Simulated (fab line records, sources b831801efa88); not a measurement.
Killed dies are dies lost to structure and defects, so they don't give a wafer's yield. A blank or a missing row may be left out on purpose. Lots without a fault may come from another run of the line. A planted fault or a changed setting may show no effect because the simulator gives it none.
Problem report in the 8D (eight disciplines) form, filled by code | flow gf180mcu | the parts of the form that need people (team, actions taken, sign-off) are left out

1. THE PROBLEM
chamber_pressure_pa at GF_MIM_SPUTTER_04 reads a mean of 0.3828 Pa on 2 wafers of 2 lots; wafers without a fault read 0.3999 Pa with a standard deviation of 0.00084. That is -20 standard deviations from the usual mean.
The step: material TiN, target thk 50 nm, time 41.7 s.
First seen on wafer L872.1, day 27 16:36, on pvd_sputter-04. The record holds 39 wafers of 13 lots with a number at this step. Rule for "out", or "out of limits": more than 4 standard deviations from the usual mean. The other wafers with a number count as sound.

2. WHAT IT IS AND WHAT IT IS NOT
question                    | is                  | is not
which readings at this step | chamber_pressure_pa | throttle_valve_pct
which lots                  | L872, L873          | L864, L866, L867, L868, L869, L870, L871, L882, L883, L885, L886
which wafers of those lots  | L872.1, L873.6      | L872.2, L872.3, L873.1, L873.5
read on which tools         | pvd_sputter-04      | pvd_sputter-01, pvd_sputter-03
when                        | from day 27 16:36   | up to then (23 sound wafers); but 14 sound wafers of L873, L882, L883, L885, L886 came after

3. SUSPECTS, AND WHAT RULES EACH OUT
Counting: a tool at a process step up to the reading stays a suspect if it ran every lot that is out. Sound lots after the first of them don't rule it out here, since some wafers of a struck lot are sound.
- pvd_sputter-04 at GF_MIM_SPUTTER_04 (material TiN, target thk 50 nm, time 41.7 s): kept. It ran every lot that is out, first L872 (day 27 16:36); its last sound lot up to then is L870 (day 26 23:02). Its own readings are out on those wafers: chamber_pressure_pa.
Left after counting: pvd_sputter-04 at GF_MIM_SPUTTER_04.

4. THE CAUSE (what the simulator had put in)
Process parameter drift: pvd_sputter-04, from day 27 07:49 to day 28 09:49, at GF_MIM_SPUTTER_04. Setting chamber_pressure_pa, moved by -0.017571, from 0.4. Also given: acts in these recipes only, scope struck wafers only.
Counting left only this tool.

5. THE CHAIN OF EFFECTS, in route order
Each row: a reading whose mean over the struck wafers that have a number lies more than 3 standard deviations from the usual. Only readings for which the record gives a usual standard deviation are gone through. hours: the time from each lot's start at the first step in this table that gives one to its start at this step, as a median over the lots. sigmas: the change in usual standard deviations.
hours | step              | reading             | usual     | on struck wafers | change  | sigmas
0     | GF_MIM_SPUTTER_04 | chamber_pressure_pa | 0.3999 Pa | 0.3828           | -0.0171 | -20
The process steps in it:
- GF_MIM_SPUTTER_04: material TiN, target thk 50 nm, time 41.7 s.

6. WHAT WOULD HAVE CAUGHT IT SOONER
In this record the first reading out of limits was taken at day 27 16:36, 9 hours after the fault began at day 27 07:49.
